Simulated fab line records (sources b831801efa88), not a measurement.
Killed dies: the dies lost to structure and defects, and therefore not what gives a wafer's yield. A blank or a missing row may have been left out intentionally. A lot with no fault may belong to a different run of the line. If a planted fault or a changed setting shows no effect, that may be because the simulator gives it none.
Matching of chambers -- flow sky130 -- hdpcvd-01 running SKY_VIA2_HDPCVD_00: 3 sister chambers
The step deposits SiO2, target thk 1180 nm, time 196.7 s. 6 wafers are shown with their chamber, then 7 later ones without.

## WAFERS WITH THEIR CHAMBER
wafer,chamber,susceptorTempC (C)
L416.1,1,399.90
L417.3,1,400.14
L420.4,2,400.15
L422.4,0,399.82
L422.6,2,400.08
L426.1,0,399.87

## WAFERS WHOSE CHAMBER IS MISSING
wafer,susceptorTempC (C)
L426.4,400.14
L426.5,400.14
L429.2,400.20
L429.3,400.06
L429.5,399.71
L435.2,400.20
L435.5,400.19

## WHICH CHAMBER EACH WENT THROUGH
wafer,from the rows above,in truth
L426.4,can't be placed: 2 or 1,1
L426.5,can't be placed: 2 or 1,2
L429.2,can't be placed: 2 or 1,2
L429.3,can't be placed: 1 or 2 or 0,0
L429.5,can't be placed: 0 or 1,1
L435.2,can't be placed: 2 or 1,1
L435.5,can't be placed: 2 or 1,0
Placed correctly: 0 of 7. Cannot be placed on the basis of these rows: 7; the candidates contain the true chamber in 6. 0 placed wrongly.
How it was worked out, from the rows above alone: a wafer's distance from a chamber is the root of the sum, over the readings, of the square of ((its reading less the chamber's mean) divided by the reading's scatter). The wafer belongs to the nearest chamber; if the next one is less than 2 further off, it can't be placed. For every chamber, the mean is computed from those of its wafers that are shown. The scatter: the root of (the sum of the squares of (reading less its chamber's mean) over the shown wafers, divided by (wafers less chambers)).
